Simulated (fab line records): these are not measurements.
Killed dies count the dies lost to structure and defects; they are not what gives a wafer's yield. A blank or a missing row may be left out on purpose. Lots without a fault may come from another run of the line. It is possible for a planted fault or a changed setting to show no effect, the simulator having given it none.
Which of the tools did it? -- flow gf180mcu -- 12 lots, 36 wafers sampled, at 2 steps of a route of 602

== WHAT THE GAUGES SHOWED, per wafer ==
GF_V1_CD_MEAS_14 targets a cd of 260 nm.
lot,measured,on,cdNm (nm)
L075,day 18 07:19,cdSem-01,261.0 261.5 261.5
L077,day 19 08:28,cdSem-02,262.0 262.0 261.6
L079,day 20 09:31,cdSem-02,259.6 259.2 259.1
L081,day 21 02:21,cdSem-01,260.2 261.2 262.0
L083,day 22 02:05,cdSem-02,260.1 259.4 259.9
L085,day 22 09:58,cdSem-02,258.7 259.6 259.0
L087,day 23 01:05,cdSem-02,259.2 259.2 258.6
L089,day 23 18:31,cdSem-02,260.6 259.9 260.4
L091,day 24 06:20,cdSem-02,257.8 259.3 258.0
L093,day 25 00:49,cdSem-02,259.1 258.7 259.0
L095,day 26 01:55,cdSem-01,259.9 259.0 259.5
L097,day 26 05:46,cdSem-01,259.7 258.0 258.5

== WHAT TOOL EACH LOT RAN ON (gives the tool, then ch and the chambers of the sampled wafers, and finally the start) ==
lot,GF_SALICIDE_RTA_08
L075,"rtpAnneal-01 ch 0, day 15 07:47"
L077,"rtpAnneal-01 ch 0, day 16 05:47"
L079,"rtpAnneal-02 ch 0, day 17 05:57"
L081,"rtpAnneal-02 ch 0, day 17 21:53"
L083,"rtpAnneal-01 ch 0, day 18 22:35"
L085,"rtpAnneal-02 ch 0, day 19 04:20"
L087,"rtpAnneal-01 ch 0, day 19 22:05"
L089,"rtpAnneal-01 ch 0, day 20 16:10"
L091,"rtpAnneal-02 ch 0, day 21 05:27"
L093,"rtpAnneal-01 ch 0, day 21 23:36"
L095,"rtpAnneal-02 ch 0, day 22 22:09"
L097,"rtpAnneal-02 ch 0, day 23 08:16"
- GF_SALICIDE_RTA_08: time 30 s.

== THE ANSWER, worked out from the rows above alone ==
Rule: the lots themselves supply what counts as usual. Put in order of their means at a reading, lots are off if they are a third of the lots or fewer, leave a main group of 4 or more, and stand apart from it by a gap of 3 or more times the standard deviation of the main group's means; of several such gaps the widest counts. The tables above print the reading to a certain number of digits; a main group whose means all agree to those digits is not used. A lot without any number at a reading at which 4 lots or more have one is off too. Where the step has rows for the other lots, those lots are counted as sound.
Nothing can be told from this: no lot is off at any reading shown.

== WHAT HAD BEEN PUT IN BY THE SIMULATOR ==
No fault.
